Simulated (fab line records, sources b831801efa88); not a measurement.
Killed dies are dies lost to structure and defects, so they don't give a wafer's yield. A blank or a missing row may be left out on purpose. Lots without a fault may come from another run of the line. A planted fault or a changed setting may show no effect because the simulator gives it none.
Chamber matching | flow gf180mcu | GF_V3_ETCH_16 on rie_diel-02: 4 sister chambers
The step etches BARC in N2/H2. 16 wafers are shown with their chamber, then 8 later ones without.

WAFERS WITH THEIR CHAMBER
wafer  | chamber | drypump_motor_current_A (A) | oes_product_au (a.u.) | bias_w (W)
L931.2 | 0       | 4.8                         | 0.857                 | 100.4
L931.3 | 2       | 5.3                         | 0.849                 | 100.2
L931.5 | 3       | 6.1                         | 0.847                 | 100.3
L932.2 | 2       | 5.3                         | 0.851                 | 100.7
L932.4 | 3       | 6.1                         | 0.852                 | 99.9
L932.6 | 2       | 5.3                         | 0.852                 | 99.9
L938.1 | 2       | 5.2                         | 0.856                 | 99.8
L938.2 | 1       | 5.3                         | 0.859                 | 99.9
L938.5 | 0       | 4.8                         | 0.859                 | 99.3
L940.2 | 3       | 6.0                         | 0.850                 | 100.2
L940.4 | 1       | 5.4                         | 0.858                 | 100.0
L940.6 | 2       | 5.3                         | 0.864                 | 100.0
L943.2 | 2       | 5.3                         | 0.848                 | 100.2
L943.4 | 1       | 5.4                         | 0.849                 | 99.7
L943.5 | 2       | 5.3                         | 0.852                 | 100.1
L944.1 | 0       | 4.8                         | 0.855                 | 100.0

SIGNATURES (means of the wafers above)
reading                 | chamber 0 | chamber 1 | chamber 2 | chamber 3 | scatter within a chamber
drypump_motor_current_A | 4.800     | 5.367     | 5.286     | 6.067     | 0.0427
oes_product_au          | 0.85700   | 0.85533   | 0.85314   | 0.84967   | 0.00464
bias_w                  | 99.900    | 99.867    | 100.129   | 100.133   | 0.325
Rule: a wafer's distance from a chamber is the root of the sum, over the readings, of the square of ((its reading less the chamber's mean) divided by the reading's scatter). The wafer belongs to the nearest chamber; if the next one is less than 2 further off, it can't be placed. The scatter: the root of (the sum of the squares of (reading less its chamber's mean) over the shown wafers, divided by (wafers less chambers)).

WAFERS WITHOUT THEIR CHAMBER
wafer  | drypump_motor_current_A (A) | oes_product_au (a.u.) | bias_w (W)
L944.3 | 6.0                         | 0.863                 | 99.1
L944.5 | 5.3                         | 0.850                 | 100.4
L947.2 | 4.8                         | 0.861                 | 99.6
L947.3 | 5.4                         | 0.855                 | 100.2
L947.5 | 4.8                         | 0.857                 | 100.1
L948.1 | 5.4                         | 0.853                 | 99.6
L948.3 | 6.0                         | 0.853                 | 99.7
L948.6 | 5.4                         | 0.854                 | 99.3

WHICH CHAMBER EACH WENT THROUGH
wafer  | from the rows above     | in truth
L944.3 | 3                       | 3
L944.5 | can't be placed: 2 or 1 | 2
L947.2 | 0                       | 0
L947.3 | can't be placed: 1 or 2 | 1
L947.5 | 0                       | 0
L948.1 | can't be placed: 1 or 2 | 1
L948.3 | 3                       | 3
L948.6 | can't be placed: 1 or 2 | 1
Placed correctly: 4 of 8. Can't be placed from these rows: 4 (the true chamber is among the candidates in 4). Placed wrongly: 0.
